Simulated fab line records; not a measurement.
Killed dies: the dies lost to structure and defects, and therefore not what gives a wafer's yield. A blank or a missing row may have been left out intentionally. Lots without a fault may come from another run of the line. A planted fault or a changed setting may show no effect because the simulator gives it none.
Chamber matching ; flow sky130 ; SKY_POLY_GATE_ETCH_16 on rie-diel-02: 4 sister chambers
The step etches Si3N4 in CH3F/O2, stops on poly-Si, time 147.5 s, target depth 75 nm. 4 wafers are shown with their chamber, then 9 later ones without.

## WAFERS WITH THEIR CHAMBER
wafer;chamber;drypump-motor-current-A (A)
L086.1;3;6.3
L091.1;1;5.5
L091.4;0;6.2
L091.5;2;5.7

## WAFERS MISSING THEIR CHAMBER
wafer;drypump-motor-current-A (A)
L093.2;5.6
L093.4;5.7
L093.6;5.7
L096.1;5.7
L096.3;6.3
L096.6;5.6
L097.4;5.6
L097.5;6.3
L097.6;5.7

## THE CHAMBER EACH PASSED THROUGH
wafer;from the rows above;in truth
L093.2;can't be placed: 1 or 2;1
L093.4;2;2
L093.6;2;2
L096.1;2;2
L096.3;can't be placed: 3 or 0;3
L096.6;can't be placed: 1 or 2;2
L097.4;can't be placed: 1 or 2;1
L097.5;can't be placed: 3 or 0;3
L097.6;2;2
Correct placement for 4 of the 9. Can't be placed from these rows: 5 (the true chamber is among the candidates in 5). Wrongly placed: 0.
How it was worked out, from the rows above alone: a wafer's distance from a chamber is the root of the sum, over the readings, of the square of ((its reading less the chamber's mean) divided by the reading's scatter). If the next closest chamber is less than 2 further off than the closest, the wafer can't be placed; otherwise it belongs to the closest. A chamber's mean is the mean of its shown wafers. The scatter: root of mean squared gap, hidden wafer to nearest shown wafer, with one shown wafer a chamber.
